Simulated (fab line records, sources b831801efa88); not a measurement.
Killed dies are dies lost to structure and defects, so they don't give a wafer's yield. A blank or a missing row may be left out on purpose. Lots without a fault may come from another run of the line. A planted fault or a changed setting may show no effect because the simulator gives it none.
fab line records | flow sky130
record lots=6 wafers=18 last_day=50
route steps=708 shown RES_XHIGH@339 SD_N@342 SD_P@359 PAD_OPEN@708
lots that met no fault: from a run of the same line without faults
start_h: hours from the record's first day to the start of the lot's first wafer shown | wait_h: hours since the lot's step before | " the same as in the row above | L1.1+2: a row that stands for several wafers | - no value, or no start given | * or withheld: withheld | < > ~ a bound
route shown NAME@n: a module of which the file shows steps, and the number in the route of the first | usual: mean/standard deviation of fault-free wafers | same: alike in all rows | chamber/n: place in a boat | sites: the reading at each site | _std_site: their standard deviation | _edge_site: outer sites' mean less inner sites' | radius_mm: how far each site lies from the wafer's centre | mask NAME#n: copy n | behind: the tool/chamber that last shaped the wafer | hold: why the lot was held/for how many hours/how that ended | device: the transistor (n, p or np) that didn't switch | end of line: the same wafers' tests at the end of the route | a step without rows: its recipe alone | killed: dies lost to structure and defects at the first sort, not the wafer's yield | map: a wafer's dies, x killed, . not, _ none there
set.NAME: the setting as run; set.NAME@STEP: as run at that earlier step | model.NAME: the simulator's own value behind a step, which no gauge read
lots at some steps of the route; a table a step, a row a wafer
services: from which hour (start_h, from the record's first day; less than 0 if before it) a tool's chamber was out of use, for how many hours, and why
## steps
# step SKY_RES_XHIGH_IMPLANT_07
# recipe species=BF2 energy_kev=20 dose_cm2=3.6e+14 tilt_deg=0
# step SKY_RES_XHIGH_STRIP_08
# recipe chemistry=O2/N2 power_w=1400 pressure_mtorr=1500 platen_temp_c=withheld o2_flow_sccm=3000 n2_flow_sccm=300 overash_fraction=0.5
# usual drypump_motor_current_A=5.5/0.31 oes_product_au=0.711/0.0045 strip_time_to_endpoint_s=14.26/0.039
# same overash_fraction=0.5
# columns lot.wafer tool chamber start_h wait_h drypump_motor_current_A oes_product_au rf_hours_counter_h strip_time_to_endpoint_s
L260.3 plasma_asher-04 1 674.74 0.1 6.1 0.715 - 14.30
L260.5 " 0 " " 5.7 0.706 - 14.29
L260.6 " 1 " " 6.1 0.714 - 14.29
L262.4 plasma_asher-04 0 686.14 0.1 5.7 0.705 - 14.26
L262.5 " 1 " " 6.1 0.703 - 14.22
L262.6 " 0 " " 5.7 0.706 - 14.29
L264.2 plasma_asher-03 1 706.28 0.1 5.3 0.710 33 14.26
L264.4 " 1 " " 5.3 0.711 - 14.31
L264.6 " 0 " " 5.6 0.711 - 14.32
L272.1 plasma_asher-04 0 758.08 0.1 5.7 0.704 1 14.21
L272.4 " 0 " " 5.7 0.706 - 14.27
L272.5 " 1 " " 6.1 0.711 - 14.21
L274.1 plasma_asher-03 1 776.83 0.1 5.3 0.708 41 14.34
L274.2 " 0 " " 5.6 0.708 41 14.31
L274.5 " 1 " " 5.3 0.703 - 14.31
L277.1 plasma_asher-02 1 800.46 0.1 5.1 0.709 100 14.24
L277.3 " 0 " " 5.3 0.702 - 14.27
L277.4 " 1 " " 5.1 0.715 - 14.30
# step SKY_RES_XHIGH_TW_MEAS_09
# usual RES_XHIGH_TW=1637/9.8
# columns lot.wafer tool chamber start_h wait_h RES_XHIGH_TW
L260.3 film_metro-04 - 674.83 0.1 1621
L260.5 " - " " 1621
L260.6 " - " " 1620
L262.4 film_metro-02 - 686.23 0.1 1637
L262.5 " - " " 1637
L262.6 " - " " 1630
L264.2 film_metro-04 - 706.39 0.1 1623
L264.4 " - " " 1633
L264.6 " - " " 1633
L272.1 film_metro-04 - 758.18 0.1 1642
L272.4 " - " " 1628
L272.5 " - " " 1630
L274.1 film_metro-03 - 776.93 0.1 1665
L274.2 " - " " 1655
L274.5 " - " " 1652
L277.1 film_metro-03 - 800.56 0.1 1635
L277.3 " - " " 1639
L277.4 " - " " 1637
# step SKY_SD_N_DEHYDRATE_00
# recipe temp_c=200 time_s=60
# step SKY_SD_N_HMDS_01
# recipe prime_time_s=60 prime_temp_c=120
# step SKY_SD_N_COAT_02
# recipe resist=NOVOLAK spin_rpm=3000 resist_thk_nm=1140
# step SKY_SD_N_SOFTBAKE_03
# recipe temp_c=90 time_s=60 resist=NOVOLAK
# step SKY_SD_N_EXPOSE_04
# recipe mask_id=NSDM na=0.6 source_shape=conventional sigma_outer=0.6 polarization=unpolarized target_cd_nm=380 dose_mj=141
# step SKY_SD_N_PEB_05
# recipe temp_c=withheld time_s=* resist=NOVOLAK
# step SKY_SD_N_DEVELOP_06
# recipe resist=NOVOLAK developer=TMAH develop_time_s=60 dev_temp_c=23
# step SKY_SD_N_CD_MEAS_07
# recipe target_cd_nm=380
# usual cd_nm=380.5/2.7
# columns lot.wafer tool chamber start_h wait_h cd_nm
L260.3 cd_sem-01 - 703.25 0.1 379.3
L260.5 " - " " 380.7
L260.6 " - " " 380.1
L262.4 cd_sem-01 - 713.96 0.1 380.2
L262.5 " - " " 379.6
L262.6 " - " " 381.0
L264.2 cd_sem-02 - 733.57 0.1 381.5
L264.4 " - " " 383.6
L264.6 " - " " 382.5
L272.1 cd_sem-02 - 785.46 0.1 381.1
L272.4 " - " " 379.1
L272.5 " - " " 382.6
L274.1 cd_sem-01 - 802.76 0.1 383.4
L274.2 " - " " 380.7
L274.5 " - " " 381.4
L277.1 cd_sem-02 - 826.41 0.1 383.6
L277.3 " - " " 386.7
L277.4 " - " " 385.6
# step SKY_SD_N_OVL_MEAS_08
# usual SD_N_OVL=1.5/1.4
# columns lot.wafer tool chamber start_h wait_h SD_N_OVL[nm]
L260.3 overlay-02 - 703.34 0.1 3.2
L260.5 " - " " 1.6
L260.6 " - " " 1.9
L262.4 overlay-01 - 714.04 0.1 0.0
L262.5 " - " " 0.3
L262.6 " - " " -2.5
L264.2 overlay-01 - 733.68 0.1 1.2
L264.4 " - " " 1.3
L264.6 " - " " 1.5
L272.1 overlay-01 - 785.58 0.1 2.1
L272.4 " - " " 1.5
L272.5 " - " " 1.4
L274.1 overlay-01 - 802.88 0.1 2.8
L274.2 " - " " 3.3
L274.5 " - " " 0.9
L277.1 overlay-02 - 826.53 0.1 1.1
L277.3 " - " " 0.6
L277.4 " - " " 1.5
# step SKY_SD_N_IMPLANT_09
# recipe species=As energy_kev=50 dose_cm2=4e+15 tilt_deg=0
# usual beam_energy_keV=49.998/0.017 end_station_pressure_torr=1.35e-05/7.9e-07
# columns lot.wafer tool chamber start_h wait_h beam_energy_keV end_station_pressure_torr model.implant.rp_nm model.implant.drp_nm
L260.3 implanter-01 0 703.41 0.1 47.749 1.3e-05 30.59 13.63
L260.5 " 0 " " 47.722 1.27e-05 30.59 13.63
L260.6 " 0 " " 47.726 1.27e-05 30.59 13.63
L262.4 implanter-01 0 714.14 0.1 47.722 1.39e-05 31.09 13.63
L262.5 " 0 " " 47.741 1.25e-05 31.09 13.63
L262.6 " 0 " " 47.733 1.4e-05 31.09 13.63
L264.2 implanter-04 0 733.74 0.0 49.976 1.47e-05 32.85 14.11
L264.4 " 0 " " 49.992 1.25e-05 32.85 14.11
L264.6 " 0 " " 49.993 1.47e-05 32.85 14.11
L272.1 implanter-04 0 785.61 0.0 50.013 1.28e-05 32.4 14.11
L272.4 " 0 " " 50.028 1.4e-05 32.4 14.11
L272.5 " 0 " " 50.011 1.42e-05 32.4 14.11
L274.1 implanter-04 0 802.98 0.1 49.977 1.44e-05 31.97 14.11
L274.2 " 0 " " 49.970 1.25e-05 31.97 14.11
L274.5 " 0 " " 49.980 1.47e-05 31.97 14.11
L277.1 implanter-01 0 826.56 0.0 49.999 1.33e-05 31.77 14.11
L277.3 " 0 " " 50.002 1.34e-05 31.77 14.11
L277.4 " 0 " " 49.991 1.21e-05 31.77 14.11
# step SKY_SD_N_IMPLANT_10
# recipe species=P energy_kev=20 dose_cm2=1e+14 tilt_deg=0
# step SKY_SD_N_STRIP_11
# recipe chemistry=O2/N2 power_w=1400 pressure_mtorr=1500 platen_temp_c=withheld o2_flow_sccm=3000 n2_flow_sccm=300 overash_fraction=0.5
# usual drypump_motor_current_A=5.8/0.51 oes_product_au=0.526/0.0043 strip_time_to_endpoint_s=22.52/0.038
# same overash_fraction=0.5
# columns lot.wafer tool chamber start_h wait_h drypump_motor_current_A oes_product_au rf_hours_counter_h strip_time_to_endpoint_s
L260.3 plasma_asher-03 1 703.70 0.1 5.3 0.534 - 22.21
L260.5 " 0 " " 5.6 0.534 - 22.18
L260.6 " 1 " " 5.2 0.528 - 22.20
L262.4 plasma_asher-01 0 714.39 0.1 6.8 0.532 - 22.14
L262.5 " 1 " " 5.8 0.530 - 22.21
L262.6 " 0 " " 6.7 0.534 - 22.18
L264.2 plasma_asher-03 1 734.01 0.1 5.3 0.528 36 22.55
L264.4 " 1 " " 5.3 0.526 - 22.54
L264.6 " 1 " " 5.3 0.532 - 22.51
L272.1 plasma_asher-01 1 785.91 0.1 5.8 0.521 68 22.56
L272.4 " 1 " " 5.8 0.532 - 22.55
L272.5 " 1 " " 5.8 0.529 - 22.59
L274.1 plasma_asher-01 1 803.28 0.1 5.8 0.530 71 22.53
L274.2 " 0 " " 6.8 0.528 71 22.54
L274.5 " 1 " " 5.8 0.529 - 22.55
L277.1 plasma_asher-04 0 826.86 0.1 5.7 0.522 3 22.48
L277.3 " 0 " " 5.7 0.525 - 22.50
L277.4 " 1 " " 6.1 0.523 - 22.48
# step SKY_SD_N_TW_MEAS_12
# usual SD_N_TW=3968/26
# columns lot.wafer tool chamber start_h wait_h SD_N_TW
L260.3 film_metro-02 - 703.78 0.1 3927
L260.5 " - " " 3952
L260.6 " - " " 3941
L262.4 film_metro-04 - 714.49 0.1 3904
L262.5 " - " " 3916
L262.6 " - " " 3905
L264.2 film_metro-03 - 734.12 0.1 3992
L264.4 " - " " 3987
L264.6 " - " " 3996
L272.1 film_metro-04 - 786.01 0.1 3956
L272.4 " - " " 3961
L272.5 " - " " 3959
L274.1 film_metro-04 - 803.38 0.1 3962
L274.2 " - " " 3957
L274.5 " - " " 3949
L277.1 film_metro-04 - 826.96 0.1 3942
L277.3 " - " " 3925
L277.4 " - " " 3927
# step SKY_SD_N_CLEAN_13
# recipe chemistry=SC1/SC2 mix=1:4:20 temp_c=70 time_s=150 dry=n2_spin
# step SKY_SD_N_RTA_14
# recipe temp_c=1075 time_s=2 idle_temp_c=650 ramp_up_c_per_s=150 ramp_down_c_per_s=90 ambient=N2
# usual lamp_power_pct=15.73/0.051 wafer_temp_C_max=1078.1/1.4
# columns lot.wafer tool chamber start_h wait_h lamp_power_pct wafer_temp_C_max
L260.3 rtp_anneal-01 0 703.89 0.0 15.65 1077.0
L260.5 " 0 " " 15.66 1078.8
L260.6 " 0 " " 15.65 1076.6
L262.4 rtp_anneal-02 0 714.60 0.0 15.74 1081.2
L262.5 " 0 " " 15.75 1082.6
L262.6 " 0 " " 15.79 1078.9
L264.2 rtp_anneal-02 0 734.23 0.0 15.78 1077.4
L264.4 " 0 " " 15.63 1078.0
L264.6 " 0 " " 15.75 1077.9
L272.1 rtp_anneal-02 0 786.12 0.0 15.68 1077.8
L272.4 " 0 " " 15.70 1077.8
L272.5 " 0 " " 15.78 1077.3
L274.1 rtp_anneal-02 0 803.49 0.0 15.79 1078.2
L274.2 " 0 " " 15.68 1077.7
L274.5 " 0 " " 15.67 1079.4
L277.1 rtp_anneal-02 0 827.08 0.0 15.74 1079.0
L277.3 " 0 " " 15.73 1077.1
L277.4 " 0 " " 15.71 1077.9
# step SKY_SD_N_RS_MEAS_16
# recipe thk_meas_gauge=four-point-probe
# usual SD_N_RS=68.58/0.13
# columns lot.wafer tool chamber start_h wait_h SD_N_RS[ohm/sq]
L260.3 film_metro-03 - 704.09 0.1 70.45
L260.5 " - " " 70.10
L260.6 " - " " 70.33
L262.4 film_metro-02 - 714.80 0.1 70.36
L262.5 " - " " 70.38
L262.6 " - " " 70.19
L264.2 film_metro-03 - 734.41 0.1 68.51
L264.4 " - " " 68.73
L264.6 " - " " 68.51
L272.1 film_metro-02 - 786.30 0.1 68.49
L272.4 " - " " 68.74
L272.5 " - " " 68.58
L274.1 film_metro-04 - 803.67 0.1 68.43
L274.2 " - " " 68.49
L274.5 " - " " 68.51
L277.1 film_metro-02 - 827.25 0.1 68.70
L277.3 " - " " 68.67
L277.4 " - " " 68.83
# step SKY_SD_N_RS_MEAS_17
# recipe thk_meas_gauge=four-point-probe
# usual SD_P_RS=147.1/0.45
# columns lot.wafer tool chamber start_h wait_h SD_P_RS[ohm/sq]
L260.3 film_metro-03 - 704.21 0.1 148.0
L260.5 " - " " 147.2
L260.6 " - " " 147.5
L262.4 film_metro-02 - 714.92 0.1 147.1
L262.5 " - " " 147.0
L262.6 " - " " 147.3
L264.2 film_metro-03 - 734.53 0.1 147.4
L264.4 " - " " 147.4
L264.6 " - " " 147.3
L272.1 film_metro-02 - 786.42 0.1 147.7
L272.4 " - " " 146.9
L272.5 " - " " 147.1
L274.1 film_metro-04 - 803.79 0.1 146.9
L274.2 " - " " 146.8
L274.5 " - " " 146.9
L277.1 film_metro-02 - 827.37 0.1 147.6
L277.3 " - " " 147.7
L277.4 " - " " 148.1
# step SKY_PAD_OPEN_PROBE_99
# usual killed_at_M0_to_M3=44/7.2 killed_at_M4_up=2.9/1.8 killed_at_contacts=24/5.6 killed_at_front_end=15/4.2 killed_at_other=0.4/0.71 killed_dies=86/9.2 killed_open=47/7.2 killed_short=39/5.7
# same gross_dies=492 killed_at_back_side=0
# columns lot.wafer tool chamber start_h wait_h killed_at_M0_to_M3 killed_at_M4_up killed_at_contacts killed_at_front_end killed_at_other killed_dies killed_open killed_short model.etest.res_ndiff.rs_ohm_sq model.etest.res_ndiff_hv.rs_ohm_sq
L260.3 prober-02 - 1118.17 0.2 51 1 12 11 0 75 47 27 124.2 117.6
L260.5 prober-02 - 1118.27 0.2 56 4 12 14 2 88 41 47 124 117.3
L260.6 prober-02 - 1118.32 0.2 43 2 29 19 0 93 47 45 123.1 116.8
L262.4 prober-01 - 1125.12 0.2 44 3 25 19 1 92 55 37 123.5 116.7
L262.5 prober-01 - 1125.17 0.2 60 3 25 15 3 106 58 46 122 117.4
L262.6 prober-01 - 1125.22 0.2 47 6 19 13 0 85 48 37 123.2 116.5
L264.2 prober-01 - 1139.02 0.1 34 7 29 16 0 86 46 40 119 113.6
L264.4 prober-01 - 1139.12 0.2 42 0 26 13 0 81 53 27 118.8 112
L264.6 prober-01 - 1139.22 0.2 54 4 29 15 0 102 53 48 118.5 112.9
L272.1 prober-01 - 1174.28 0.1 37 3 18 18 0 76 43 33 120.2 113.3
L272.4 prober-01 - 1174.43 0.2 41 4 17 11 0 73 49 24 118.9 113.5
L272.5 prober-01 - 1174.48 0.2 38 2 26 7 0 73 36 37 119.4 112.5
L274.1 prober-01 - 1185.38 0.1 49 0 22 14 0 85 44 41 121 115
L274.2 prober-01 - 1185.43 0.1 40 3 28 9 0 80 50 29 121.2 113.7
L274.5 prober-01 - 1185.58 0.2 41 3 21 16 1 82 45 36 120.7 113.3
L277.1 prober-01 - 1200.18 0.1 37 4 22 16 0 79 38 40 122.5 115.1
L277.3 prober-01 - 1200.28 0.2 47 3 19 18 0 87 45 41 120.9 115.5
L277.4 prober-01 - 1200.33 0.2 35 4 21 11 1 72 41 29 121.8 115.2
# killed by level:class
L260.3 VIA1:geometric_particle:open=13 VIA1:geometric_particle:short=7 VIA2:geometric_particle:open=7 VIA3:geometric_particle:open=7 CONTACT:geometric_particle:open=5 METAL2:geometric_particle:short=4 LI_CONTACT:geometric_particle:open=4 FIELD_ISO:geometric_particle:short=3
L260.5 VIA1:geometric_particle:open=12 VIA3:geometric_particle:open=10 METAL1:geometric_particle:short=6 VIA1:geometric_particle:short=6 FIELD_ISO:geometric_particle:short=5 LOCAL_INTERCONNECT:geometric_particle:short=5 VIA2:geometric_particle:open=5 VIA2:geometric_particle:short=5
L260.6 VIA1:geometric_particle:open=12 CONTACT:geometric_particle:open=11 VIA3:geometric_particle:open=7 LOCAL_INTERCONNECT:geometric_particle:short=6 VIA2:geometric_particle:short=6 LI_CONTACT:geometric_particle:open=5 METAL1:geometric_particle:short=5 POLY_GATE:geometric_particle:short=4
L262.4 CONTACT:geometric_particle:open=13 LI_CONTACT:geometric_particle:open=8 VIA1:geometric_particle:open=8 METAL2:geometric_particle:short=8 VIA1:geometric_particle:short=7 VIA2:geometric_particle:open=5 VIA3:geometric_particle:open=5 FIELD_ISO:geometric_particle:open=4
L262.5 VIA3:geometric_particle:open=11 VIA2:geometric_particle:open=11 CONTACT:geometric_particle:open=8 VIA1:geometric_particle:open=6 METAL2:geometric_particle:short=6 POLY_GATE:geometric_particle:open=5 LI_CONTACT:geometric_particle:open=5 LOCAL_INTERCONNECT:geometric_particle:short=5
L262.6 VIA1:geometric_particle:open=11 VIA2:geometric_particle:open=9 FIELD_ISO:geometric_particle:short=7 CONTACT:geometric_particle:open=6 METAL1:geometric_particle:short=6 METAL2:geometric_particle:short=5 FIELD_ISO:geometric_particle:open=4 LI_CONTACT:geometric_particle:open=4
L264.2 CONTACT:geometric_particle:open=15 VIA1:geometric_particle:open=8 FIELD_ISO:geometric_particle:short=5 LI_CONTACT:geometric_particle:open=5 METAL2:geometric_particle:short=5 METAL4:geometric_particle:short=5 FIELD_ISO:geometric_particle:open=4 POLY_GATE:geometric_particle:open=4
L264.4 VIA1:geometric_particle:open=15 CONTACT:geometric_particle:open=10 VIA3:geometric_particle:open=8 LI_CONTACT:geometric_particle:open=7 CONTACT:geometric_particle:short=5 VIA2:geometric_particle:open=4 FIELD_ISO:geometric_particle:short=3 FIELD_ISO:geometric_particle:open=3
L264.6 VIA3:geometric_particle:open=11 VIA1:geometric_particle:open=10 VIA2:geometric_particle:open=9 LI_CONTACT:geometric_particle:open=8 CONTACT:geometric_particle:open=7 CONTACT:geometric_particle:short=7 VIA1:geometric_particle:short=7 POLY_GATE:geometric_particle:short=4
L272.1 VIA1:geometric_particle:open=8 CONTACT:geometric_particle:open=7 VIA3:geometric_particle:open=7 FIELD_ISO:geometric_particle:open=6 FIELD_ISO:geometric_particle:short=6 VIA1:geometric_particle:short=6 LI_CONTACT:geometric_particle:open=5 POLY_GATE:geometric_particle:short=4
L272.4 VIA1:geometric_particle:open=14 CONTACT:geometric_particle:open=10 VIA3:geometric_particle:open=9 FIELD_ISO:geometric_particle:open=3 METAL1:geometric_particle:short=3 VIA1:geometric_particle:short=3 METAL2:geometric_particle:short=3 VIA2:geometric_particle:open=3
L272.5 VIA1:geometric_particle:open=8 CONTACT:geometric_particle:open=7 METAL2:geometric_particle:short=7 VIA3:geometric_particle:open=7 CONTACT:geometric_particle:short=6 LI_CONTACT:geometric_particle:open=5 LOCAL_INTERCONNECT:geometric_particle:short=5 LI_CONTACT:geometric_particle:short=3
L274.1 VIA1:geometric_particle:open=11 VIA2:geometric_particle:open=9 METAL2:geometric_particle:short=6 POLY_GATE:geometric_particle:short=5 LI_CONTACT:geometric_particle:open=5 CONTACT:geometric_particle:open=5 VIA1:geometric_particle:short=5 LOCAL_INTERCONNECT:geometric_particle:short=4
L274.2 CONTACT:geometric_particle:open=12 VIA1:geometric_particle:open=7 VIA2:geometric_particle:open=7 LI_CONTACT:geometric_particle:open=6 METAL1:geometric_particle:short=6 CONTACT:geometric_particle:short=5 METAL2:geometric_particle:open=4 VIA2:geometric_particle:short=4
L274.5 CONTACT:geometric_particle:open=10 METAL2:geometric_particle:short=10 VIA1:geometric_particle:open=7 VIA2:geometric_particle:open=6 VIA3:geometric_particle:open=5 FIELD_ISO:geometric_particle:open=4 CONTACT:geometric_particle:short=4 LOCAL_INTERCONNECT:geometric_particle:short=4
L277.1 VIA1:geometric_particle:open=7 CONTACT:geometric_particle:short=6 CONTACT:geometric_particle:open=6 VIA1:geometric_particle:short=6 LI_CONTACT:geometric_particle:open=5 METAL1:geometric_particle:short=5 LOCAL_INTERCONNECT:geometric_particle:short=4 METAL2:geometric_particle:short=4
L277.3 VIA1:geometric_particle:open=13 CONTACT:geometric_particle:open=8 VIA2:geometric_particle:open=8 METAL1:geometric_particle:short=7 METAL2:geometric_particle:short=7 FIELD_ISO:geometric_particle:short=6 FIELD_ISO:geometric_particle:open=5 CONTACT:geometric_particle:short=4
L277.4 VIA1:geometric_particle:open=7 CONTACT:geometric_particle:open=7 METAL1:geometric_particle:open=5 VIA3:geometric_particle:open=5 POLY_GATE:geometric_particle:open=4 LI_CONTACT:geometric_particle:open=4 LOCAL_INTERCONNECT:geometric_particle:short=4 VIA1:geometric_particle:short=4
## services
# columns tool chamber start_h hours kind
implanter-01 - 655.54 8.8 repair
implanter-04 - 671.37 1.6 repair
implanter-04 - 672.57 7.1 repair
implanter-04 - 690.95 5.3 pm
plasma_asher-04 - 733.75 9.0 pm
plasma_asher-04 0 733.75 9.0 vent_cycle
plasma_asher-04 1 733.75 9.0 vent_cycle
plasma_asher-04 0 742.75 - clean
plasma_asher-04 1 742.75 - clean
plasma_asher-02 - 743.40 3.0 repair
plasma_asher-04 - 765.51 37.2 repair
plasma_asher-04 - 775.08 2.7 repair
implanter-01 - 794.10 12.4 repair
plasma_asher-04 - 802.75 14.6 pm
implanter-04 - 825.81 28.4 pm
## key
first_sign step=SKY_SD_N_IMPLANT_09 reading=beam_energy_keV direction=down sigmas=99+ usual=* struck=*
effect step=SKY_SD_N_STRIP_11 reading=strip_time_to_endpoint_s direction=down sigmas=9 usual=* struck=*
effect step=SKY_SD_N_TW_MEAS_12 reading=SD_N_TW direction=down sigmas=1.7 usual=3968 struck=3924
effect step=SKY_SD_N_RS_MEAS_16 reading=SD_N_RS direction=up sigmas=13 usual=68.58 struck=70.30
model_effect step=SKY_SD_N_IMPLANT_09 value=implant.rp_nm without=32.02 struck=30.84
model_effect step=SKY_PAD_OPEN_PROBE_99 value=etest.res_ndiff.rs_ohm_sq without=120.9 struck=123.3
met_at SKY_SD_N_IMPLANT_09
struck_wafers L260.3,L260.5,L260.6,L262.4,L262.5,L262.6
tester_left_out L260,L262
fault kind=process_parameter_drift tool=implanter-01 chamber=- onset_h=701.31 steps=SKY_SD_N_IMPLANT_09 channel=energy_kev offset=* shape=step end_h=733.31 acts_in=* stated=*
# tester_left_out: of these lots the tester's yield and bins aren't shown, on N5 and GAA mostly nor the transistor test; their killed dies are dies lost to structure and defects alone, not to doping, threshold or leakage, so they don't give the yield
